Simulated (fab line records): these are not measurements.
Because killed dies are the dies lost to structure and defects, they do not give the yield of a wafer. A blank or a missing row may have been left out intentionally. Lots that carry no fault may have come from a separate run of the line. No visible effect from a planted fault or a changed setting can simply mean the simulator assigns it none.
Which tool was responsible? -- flow gf180mcu -- Sampling: 11 lots, 33 wafers, 6 of 602 route steps

WHAT EACH GAUGE READ, for each wafer
GF_V4_CD_MEAS_14 targets a cd of 260 nm. Usual: cd_nm at 260.3 nm, with a standard deviation of 1.1.
lot,measured,on,cd_nm (nm),flag
L405,day 24 08:37,cd_sem-01,259.4 261.2 259.1,
L406,day 24 20:12,cd_sem-01,261.2 262.7 261.9,
L412,day 26 16:25,cd_sem-02,261.9 261.6 260.6,
L413,day 27 10:09,cd_sem-01,260.9 260.2 261.4,
L421,day 29 10:10,cd_sem-01,261.9 260.7 261.4,
L422,day 29 15:28,cd_sem-01,259.9 260.7 260.1,
L423,day 30 01:01,cd_sem-01,259.5 260.1 260.4,
L424,day 30 10:23,cd_sem-01,260.9 259.0 260.0,
L425,day 30 16:04,cd_sem-02,258.5 258.9 259.7,
L426,day 30 20:55,cd_sem-02,261.1 260.8 260.4,
L427,day 31 01:22,cd_sem-01,260.7 260.8 261.6,

GF_MIM_RS_MEAS_10: measurement is done with a four-point probe. Usual: for MIM_ALCU_RS the level is 0.1598 ohm/sq and the standard deviation is 0.0014.
lot,measured,on,MIM_ALCU_RS (ohm/sq),flag
L405,day 24 10:32,film_metro-04,0.1592 0.1580 0.1574,
L406,day 24 22:09,film_metro-03,0.1593 0.1579 0.1572,
L412,day 26 18:20,film_metro-01,0.1590 0.1228 0.1583,OFF
L413,day 27 12:05,film_metro-04,0.1606 0.1240 0.1242,OFF
L421,day 29 12:08,film_metro-04,0.1622 0.1635 0.1628,
L422,day 29 17:24,film_metro-04,0.1586 0.1582 0.1568,
L423,day 30 03:01,film_metro-01,0.1583 0.1592 0.1575,
L424,day 30 12:29,film_metro-03,0.1602 0.1593 0.1599,
L425,day 30 18:11,film_metro-04,0.1589 0.1588 0.1600,
L426,day 30 22:50,film_metro-03,0.1578 0.1585 0.1600,
L427,day 31 03:17,film_metro-01,0.1594 0.1606 0.1603,

GF_MIM_THK_MEAS_11: measures by xrf. Usual: for MIM_ALCU_THK the level is 201.4 nm and the standard deviation is 1.9.
lot,measured,on,MIM_ALCU_THK (nm),flag
L405,day 24 10:39,film_metro-04,202.4 202.9 203.4,
L406,day 24 22:15,film_metro-03,202.8 204.0 204.9,
L412,day 26 18:28,film_metro-01,203.6 260.1 202.8,OFF
L413,day 27 12:12,film_metro-04,198.9 256.0 257.4,OFF
L421,day 29 12:14,film_metro-04,199.9 197.4 200.0,
L422,day 29 17:31,film_metro-04,202.6 203.0 206.2,
L423,day 30 03:08,film_metro-01,205.2 202.8 203.7,
L424,day 30 12:35,film_metro-03,200.2 201.3 201.4,
L425,day 30 18:19,film_metro-04,202.0 203.1 200.7,
L426,day 30 22:57,film_metro-03,203.5 202.0 201.6,
L427,day 31 03:24,film_metro-01,203.2 201.2 201.8,

WHAT TOOL EACH LOT RAN ON (gives the tool, then ch and the chambers of the sampled wafers, and finally the start)
lot,GF_V4_CMP_04,GF_MIM_CVD_05,GF_MIM_SPUTTER_08
L405,"cmp-01 ch 0,2,3, day 23 09:23","pecvd-01 ch 0,1,2, day 24 10:20","pvd_sputter-03, day 24 10:29"
L406,"cmp-01 ch 0,1,2, day 23 21:32","pecvd-04 ch 1,2, day 24 21:55","pvd_sputter-03, day 24 22:04"
L412,"cmp-02 ch 1,2, day 25 19:27","pecvd-01 ch 1,2, day 26 18:09","pvd_sputter-02, day 26 18:17"
L413,"cmp-02 ch 0,1,3, day 26 14:26","pecvd-04 ch 0,1,2, day 27 11:53","pvd_sputter-02, day 27 12:01"
L421,"cmp-02 ch 0,1,3, day 28 14:29","pecvd-04 ch 0,1, day 29 11:55","pvd_sputter-01, day 29 12:03"
L422,"cmp-01 ch 0,1,3, day 28 19:23","pecvd-04 ch 0,2, day 29 17:11","pvd_sputter-01, day 29 17:19"
L423,"cmp-01 ch 0,1,2, day 29 04:49","pecvd-04 ch 0,1,2, day 30 02:46","pvd_sputter-02, day 30 02:55"
L424,"cmp-01 ch 0,1, day 29 14:50","pecvd-03 ch 0,2, day 30 12:16","pvd_sputter-03, day 30 12:24"
L425,"cmp-02 ch 0,1,3, day 29 21:20","pecvd-01 ch 0,1,2, day 30 18:00","pvd_sputter-03, day 30 18:08"
L426,"cmp-02 ch 0,2, day 30 02:50","pecvd-03 ch 0,1,2, day 30 22:38","pvd_sputter-03, day 30 22:47"
L427,"cmp-01 ch 1,3, day 30 07:25","pecvd-01 ch 0,2, day 31 03:05","pvd_sputter-02, day 31 03:14"
- GF_V4_CMP_04: polishes SiO2.
- GF_MIM_CVD_05: deposits Si3N4, target thk 42 nm, time 29.086 s.
- GF_MIM_SPUTTER_08: material AlCu, target thk 200 nm, time 10.6 s.

AS READ BY THE TOOLS THEMSELVES (means over the sampled wafers that have a number; for cases with no such wafer, the mark the record gives instead)
GF_V4_CMP_04. Usual: motor_current_A 12.1 A, standard deviation 0.86; time_to_endpoint_s 78 s, standard deviation 4.9.
lot,tool,motor_current_A (A),time_to_endpoint_s (s),flag
L405,cmp-01,12.6,79,
L406,cmp-01,12.1,76,
L412,cmp-02,10.8,76,
L413,cmp-02,12.4,75,
L421,cmp-02,12.0,81,
L422,cmp-01,11.6,85,
L423,cmp-01,12.5,75,
L424,cmp-01,11.6,80,
L425,cmp-02,12.4,73,
L426,cmp-02,11.3,80,
L427,cmp-01,12.2,77,

GF_MIM_CVD_05. Usual: heater_power_w at 701 W, with a standard deviation of 69.
lot,tool,heater_power_w (W),flag
L405,pecvd-01,670,
L406,pecvd-04,727,
L412,pecvd-01,622,
L413,pecvd-04,711,
L421,pecvd-04,690,
L422,pecvd-04,642,
L423,pecvd-04,735,
L424,pecvd-03,712,
L425,pecvd-01,661,
L426,pecvd-03,711,
L427,pecvd-01,687,

GF_MIM_SPUTTER_08. Usual: throttle_valve_pct at 29.8 %, with a standard deviation of 1.2.
lot,tool,throttle_valve_pct (%),flag
L405,pvd_sputter-03,29.6,
L406,pvd_sputter-03,29.8,
L412,pvd_sputter-02,30.1,
L413,pvd_sputter-02,29.7,
L421,pvd_sputter-01,30.3,
L422,pvd_sputter-01,29.4,
L423,pvd_sputter-02,30.3,
L424,pvd_sputter-03,31.2,
L425,pvd_sputter-03,29.9,
L426,pvd_sputter-03,29.9,
L427,pvd_sputter-02,30.2,

THE ANSWER, worked out from the rows above alone
Rule: lot off if the mean of its wafers having a number is beyond 3 standard deviations from the usual mean. Also off: a lot with no number at a reading for which 4 or more lots have one. The other lots that the step has rows for count as sound. First the gauges in route order, then the tools' own readings, where a lot's mean is used as printed above. At the first step where some lot is off, the reading lying furthest off is the one used; lots without a number count as furthest.
Off: at GF_MIM_RS_MEAS_10 (MIM_ALCU_RS), L412, L413.
A tool fits if, at a process step before that reading, it ran every lot that is off, and no sound lot after the first of them. The gauges at GF_MIM_RS_MEAS_10 are tried like those tools. Of those tried, none fits.

WHAT THE SIMULATOR PUT IN
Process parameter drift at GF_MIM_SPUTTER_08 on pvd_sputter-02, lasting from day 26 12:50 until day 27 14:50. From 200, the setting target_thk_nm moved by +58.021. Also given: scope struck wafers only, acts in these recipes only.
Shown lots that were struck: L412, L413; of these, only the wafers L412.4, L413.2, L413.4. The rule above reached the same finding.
